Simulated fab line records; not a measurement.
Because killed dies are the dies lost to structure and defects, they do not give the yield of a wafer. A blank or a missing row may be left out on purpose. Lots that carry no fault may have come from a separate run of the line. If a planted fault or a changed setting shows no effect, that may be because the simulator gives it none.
What tool caused it?    flow sky130    Sampling: 11 lots, 33 wafers, 5 of 708 route steps

== WHAT EACH GAUGE READ, for each wafer ==
SKY_METAL1_RS_MEAS_05: uses a four-point probe to measure.
lot   measured      on             METAL1_ALCU_RS (ohm/sq)
L179  day 32 19:06  film_metro-04  0.1267 0.1261 0.1276
L180  day 32 22:30  film_metro-03  0.1275 0.1288 0.1274
L182  day 33 11:28  film_metro-04  0.1262 0.1286 0.1269
L184  day 34 07:59  film_metro-03  0.1259 0.1246 0.1253
L186  day 34 20:36  film_metro-04  0.1266 0.1248 0.1270
L187  day 34 22:38  film_metro-03  0.1262 0.1243 0.1257
L191  day 36 01:34  film_metro-03  0.1250 0.1257 0.1265
L192  day 36 21:44  film_metro-01  0.1251 0.1256 0.1267
L197  day 38 23:11  film_metro-01  0.1282 0.1279 0.1287
L198  day 39 05:14  film_metro-04  0.1278 0.1264 0.1268
L202  day 39 17:12  film_metro-01  0.1270 0.1274 0.1264

SKY_VIA1_OVL_MEAS_13.
lot   measured      on          VIA1_OVL (nm)
L179  day 35 02:47  overlay-02  -6 7 -5
L180  day 35 05:50  overlay-02  -5 2 -4
L182  day 35 19:05  overlay-01  -5 -1 -3
L184  day 36 14:22  overlay-02  -7 5 6
L186  day 37 02:46  overlay-01  -6 0 -6
L187  day 37 04:59  overlay-02  -9 0 6
L191  day 38 07:15  overlay-02  1 -10 -4
L192  day 39 03:59  overlay-02  -8 -8 -5
L197  day 41 03:39  overlay-02  -14 -7 -4
L198  day 41 09:15  overlay-02  -7 -13 -3
L202  day 41 20:31  overlay-02  7 -5 -5

SKY_VIA1_RS_MEAS_22: uses a four-point probe to measure.
lot   measured      on             VIA1_W_RS (ohm/sq)
L179  day 35 03:40  film_metro-04  0.429 0.428 0.432
L180  day 35 06:44  film_metro-02  0.426 0.425 0.437
L182  day 35 20:00  film_metro-04  0.429 0.429 0.413
L184  day 36 15:14  film_metro-03  0.421 0.425 0.413
L186  day 37 03:40  film_metro-04  0.420 0.436 0.414
L187  day 37 05:52  film_metro-03  0.414 0.416 0.431
L191  day 38 08:08  film_metro-03  0.370 0.359 0.368 0.370 0.359 0.368
L192  day 39 05:18  film_metro-03  0.372 0.357 0.358 0.373 0.357 0.359
L197  day 41 04:32  film_metro-03  0.432 0.421 0.424
L198  day 41 10:09  film_metro-03  0.433 0.425 0.438
L202  day 41 21:23  film_metro-03  0.429 0.433 0.434

SKY_VIA1_THK_MEAS_23: measures by xrf.
lot   measured      on             VIA1_W_THK (nm)
L179  day 35 03:47  film_metro-04  265 265 263
L180  day 35 06:52  film_metro-02  265 267 259
L182  day 35 20:07  film_metro-04  266 265 275
L184  day 36 15:21  film_metro-03  264 262 269
L186  day 37 03:46  film_metro-04  269 259 272
L187  day 37 05:59  film_metro-03  270 268 259
L191  day 38 16:19  film_metro-03  302 311 303 301 311 304
L192  day 39 12:53  film_metro-03  300 314 311 301 314 312
L197  day 41 04:39  film_metro-03  261 266 265
L198  day 41 10:16  film_metro-03  260 264 257
L202  day 41 21:31  film_metro-03  263 261 259

== WHAT TOOL EACH LOT RAN ON (gives the tool, then ch and the chambers of the sampled wafers, and finally the start) ==
lot   SKY_VIA1_CVD_21
L179  cvd_w-01 ch 0,1, day 35 03:34
L180  cvd_w-01 ch 0,1, day 35 06:39
L182  cvd_w-02 ch 0,1, day 35 19:55
L184  cvd_w-02 ch 0,1, day 36 15:08
L186  cvd_w-02 ch 0,1, day 37 03:34
L187  cvd_w-02 ch 0,1, day 37 05:46
L191  cvd_w-02 ch 0,1, day 38 08:02
L192  cvd_w-02 ch 0,1, day 39 05:13
L197  cvd_w-01 ch 0,1, day 41 04:26
L198  cvd_w-01 ch 0,1, day 41 10:04
L202  cvd_w-01 ch 0,1, day 41 21:17
- SKY_VIA1_CVD_21: deposits W, target thk 270 nm, time 80.902 s.

== WHAT THE TOOLS THEMSELVES READ (means of the sampled wafers that have a number; where no wafer has one, the mark that the record gives instead) ==
SKY_VIA1_CVD_21.
lot   tool      chamber_pressure_Torr (Torr)  heater_power_w (W)
L179  cvd_w-01  40.02                         841
L180  cvd_w-01  40.03                         849
L182  cvd_w-02  40.03                         800
L184  cvd_w-02  40.09                         781
L186  cvd_w-02  39.92                         784
L187  cvd_w-02  40.00                         770
L191  cvd_w-02  53.09                         788
L192  cvd_w-02  53.02                         776
L197  cvd_w-01  39.99                         834
L198  cvd_w-01  39.98                         822
L202  cvd_w-01  39.98                         823

== THE ANSWER, worked out from the rows above alone ==
Rule: usual is defined by the lots themselves. The widest of any qualifying gaps counts: lots, ordered by their means at a reading, are off when they make up no more than a third of the lots, leave a main group of 4 or more, and stand apart from it by 3 or more times the standard deviation of that group's means. A main group is skipped when, at the precision printed for the reading in the tables above, its means are all equal. Also off: a lot with no number at a reading for which 4 or more lots have one. The other lots that the step has rows for count as sound. Order of review: gauges by route order, followed by the tools' own readings, for which a lot's mean as printed above is used. At the first step where some lot is off, the reading lying furthest off is the one used; lots without a number count as furthest.
Off: L191, L192, at SKY_VIA1_RS_MEAS_22 (VIA1_W_RS). The main group: mean 0.426 ohm/sq, standard deviation 0.0045.
A tool fits if, at a process step before that reading, it ran every lot that is off, and no sound lot after the first of them. The gauges at SKY_VIA1_RS_MEAS_22 aren't tried: what is off there is off at SKY_VIA1_CVD_21 too, on other tools, and a gauge's error can't cause that. One candidate fits, namely cvd_w-02 at SKY_VIA1_CVD_21. Its last sound lot is L187 (day 37 05:46), its first lot that is off L191 (day 38 08:02): a fault that began between those two fits.
The tool's own readings at SKY_VIA1_CVD_21 bear it out: on the lots that are off they differ by more than 5 times the standard deviation of the sound lots' means. chamber_pressure_Torr reads 53.06 Torr there against 40.00 Torr on the sound lots.

== WHAT THE SIMULATOR HAD INSERTED ==
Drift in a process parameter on cvd_w-02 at SKY_VIA1_CVD_21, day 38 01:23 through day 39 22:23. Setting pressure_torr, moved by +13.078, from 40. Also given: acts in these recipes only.
Lots struck among those shown: L191, L192. The rule above found the same.
